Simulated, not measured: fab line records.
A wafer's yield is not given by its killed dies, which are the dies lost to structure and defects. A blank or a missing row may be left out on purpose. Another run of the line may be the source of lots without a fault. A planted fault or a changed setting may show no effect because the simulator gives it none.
Struck lot and sound lot, side by side || flow sfq-line || 37 steps out of a route of 325
Sound: wafers L929.4, L929.5, L929.6. Struck: wafers L939.1, L939.5. (L939.3 of the same lot was not struck and is left out.) The cause comes at the end.
For every step that has rows: the tool of each side, followed by ch and its chambers, followed by its first start. Under that, the readings that differ: sound wafers || struck wafers || difference of the means || sigmas: that difference in standard deviations of wafers without a fault.
alike: a reading whose means differ by less than 2 such deviations, as well as words and numbers matching on both sides. not compared: withheld readings; readings where some wafer has no value; bounds like >300 that might hide an equal value; numbers whose values overlap and for which the record gives no deviation.
A row with sigmas, a row that says differs or no value, or rows on one side alone: a step with any of these is where the two part. Non-overlapping numbers with no deviation appear without sigmas and do not part them. A reading that every wafer of one side lacks parts them only if that side has two wafers or more.

SFQ_R5_THK_MEAS_934: measures by xrf.
  sound on film-metro-03 at day 49 07:05; struck on film-metro-02 at day 53 02:48
  alike: R5_MONX_THK
then, 6 steps without rows for these wafers: SFQ_TRILAYER_R5_LITHO_COAT_141 (resist thk 62 nm); SFQ_TRILAYER_R5_LITHO_COAT_136 (resist thk 600 nm); SFQ_TRILAYER_R5_LITHO_SOFTBAKE_140; SFQ_TRILAYER_R5_LITHO_EXPOSE_137 (exposes mask R5, target cd 500 nm); SFQ_TRILAYER_R5_LITHO_PEB_139 (peb time 60 s); SFQ_TRILAYER_R5_LITHO_DEVELOP_138 (time 60 s).
-- the record jumps here: 2 days lie between the struck wafers' starts before and after --
SFQ_R5_OVL_MEAS_935:
  sound on overlay-01 at day 51 08:29; struck on overlay-02 at day 55 11:25
  alike: R5_OVL
SFQ_TRILAYER_R5_BARC_OPEN_METAL_ETCH_177: etches BARC in O2, target depth 125 nm, time 41.7 s.
  sound on rie-metal-01 ch 0,1, day 51 08:31; struck on rie-metal-01 ch 1, day 55 11:27
  alike: chamber-pressure-mTorr, drypump-motor-current-A, oes-product-au
  not compared: rf-hours-counter-h
SFQ_TRILAYER_R5_ETCH_METAL_ETCH_139: etches the open film in Cl2, stops on SiO2, target depth 60 nm, time 40 s.
  sound on rie-metal-01 ch 0,1, day 51 08:35; struck on rie-metal-01 ch 1, day 55 11:31
  alike: chamber-pressure-mTorr, drypump-motor-current-A, oes-product-au
  not compared: rf-hours-counter-h
SFQ_TRILAYER_R5_STRIP_STRIP_140: strips in O2.
  sound on rie-metal-01 ch 0,1, day 51 08:49; struck on rie-metal-01 ch 1, day 55 11:34
  alike: chamber-pressure-mTorr, drypump-motor-current-A, oes-product-au
  not compared: rf-hours-counter-h
then, 1 step without rows for these wafers: SFQ_TRILAYER_R5_STRIP_SOLV_CLEAN_141 (cleans in NMP, time 600 s).
SFQ_TRILAYER_A5C_DEP_PECVD_142: deposits SiO2 from SiH4/N2O, time 15.556 s, target thk 70 nm.
  sound on pecvd-02 ch 0,1,2, day 51 09:25; struck on pecvd-04 ch 0,1, day 55 12:20
{"reading": "model.SiO2_of_TRILAYER_A5C_DEP_PECVD_142.thk-nm (nm)", "sound": "70.8 70.62 70.16", "struck": "133.3 133.2", "difference": "+62.7", "sigmas": ""}
  alike: heater-power-w, throttle-valve-pct
  not compared: since-wet-clean-h
then, 6 steps without rows for these wafers: SFQ_TRILAYER_I5_LITHO_COAT_149 (resist thk 62 nm); SFQ_TRILAYER_I5_LITHO_COAT_144 (resist thk 650 nm); SFQ_TRILAYER_I5_LITHO_SOFTBAKE_148; SFQ_TRILAYER_I5_LITHO_EXPOSE_145 (exposes mask I5, target cd 700 nm); SFQ_TRILAYER_I5_LITHO_PEB_147 (peb time 60 s); SFQ_TRILAYER_I5_LITHO_DEVELOP_146 (time 60 s).
SFQ_I5_OVL_MEAS_936:
  sound on overlay-02 at day 53 14:49; struck on overlay-02 at day 56 22:25
  alike: I5_OVL
SFQ_TRILAYER_I5_BARC_OPEN_VIA_ETCH_200: etches BARC in O2, target depth 125 nm, time 41.7 s.
  sound on rie-diel-04 ch 0,2,3, day 53 14:50; struck on rie-diel-03 ch 0,3, day 56 22:28
  alike: chamber-pressure-mTorr, drypump-motor-current-A, oes-product-au
  not compared: rf-hours-counter-h
then, 1 step without rows for these wafers: SFQ_TRILAYER_I5_ETCH_VIA_ETCH_147 (etches the open film in CHF3, stops on Nb, target depth 360 nm).
SFQ_TRILAYER_I5_STRIP_STRIP_148: strips in O2.
  sound on rie-metal-04 ch 0, day 53 15:37; struck on rie-metal-02 ch 1, day 56 22:39
{"reading": "oes-product-au (a.u.)", "sound": "0.989 0.985 0.987", "struck": "1.015 1.022", "difference": "+0.031", "sigmas": "+2"}
  alike: chamber-pressure-mTorr, drypump-motor-current-A
  not compared: rf-hours-counter-h
then, 7 steps without rows for these wafers: SFQ_TRILAYER_I5_STRIP_SOLV_CLEAN_149 (cleans in NMP, time 600 s); SFQ_TRILAYER_C5_LITHO_COAT_156 (resist thk 62 nm); SFQ_TRILAYER_C5_LITHO_COAT_151 (resist thk 650 nm); SFQ_TRILAYER_C5_LITHO_SOFTBAKE_155; SFQ_TRILAYER_C5_LITHO_EXPOSE_152 (exposes mask C5, target cd 500 nm); SFQ_TRILAYER_C5_LITHO_PEB_154 (peb time 60 s); SFQ_TRILAYER_C5_LITHO_DEVELOP_153 (time 60 s).
-- the record jumps here: 3 days lie between the struck wafers' starts before and after --
SFQ_C5_OVL_MEAS_937:
  sound on overlay-02 at day 56 05:26; struck on overlay-01 at day 59 23:10
  alike: C5_OVL
then, 1 step without rows for these wafers: SFQ_TRILAYER_C5_BARC_OPEN_VIA_ETCH_210 (etches BARC in O2, target depth 125 nm, time 41.7 s).
SFQ_TRILAYER_C5_ETCH_VIA_ETCH_154: etches SiO2 in CHF3, stops on Nb, target depth 84 nm.
  sound on rie-diel-03 ch 0,1,2, day 56 05:29; struck on rie-diel-01 ch 2,3, day 59 23:14
{"reading": "oes-product-au (a.u.)", "sound": "0.893 0.902 0.901", "struck": "1.012 1.007", "difference": "+0.111", "sigmas": "+12"}
{"reading": "model.C5.feature-depth-nm (nm)", "sound": "70.8 70.62 70.16", "struck": "85.35 85.54", "difference": "+14.92", "sigmas": ""}
{"reading": "model.etch.depth-nm (nm)", "sound": "70.8 70.62 70.16", "struck": "85.35 85.54", "difference": "+14.92", "sigmas": ""}
  alike: chamber-pressure-mTorr, drypump-motor-current-A
then, 2 steps without rows for these wafers: SFQ_TRILAYER_C5_STRIP_STRIP_155 (strips in O2); SFQ_TRILAYER_C5_STRIP_SOLV_CLEAN_156 (cleans in NMP, time 600 s).
SFQ_TRILAYER_M6_DEP_PRE_CLEAN_158: time 22.5 s.
  sound on pvd-sputter-03 at day 56 06:31; struck on pvd-sputter-06 at day 60 00:04
{"reading": "model.SiO2_of_TRILAYER_A5C_DEP_PECVD_142.thk-nm (nm)", "sound": "63.3 63.12 62.66", "struck": "125.8 125.7", "difference": "+62.7", "sigmas": ""}
then, 1 step without rows for these wafers: SFQ_TRILAYER_M6_DEP_SPUTTER_157 (material Nb, target thk 200 nm, time 133.3 s).

## WHERE THEY PART
Last at SFQ_TRILAYER_C5_ETCH_VIA_ETCH_154 as far as this record goes, first at SFQ_TRILAYER_I5_STRIP_STRIP_148.

WHY: whatever the simulator had introduced
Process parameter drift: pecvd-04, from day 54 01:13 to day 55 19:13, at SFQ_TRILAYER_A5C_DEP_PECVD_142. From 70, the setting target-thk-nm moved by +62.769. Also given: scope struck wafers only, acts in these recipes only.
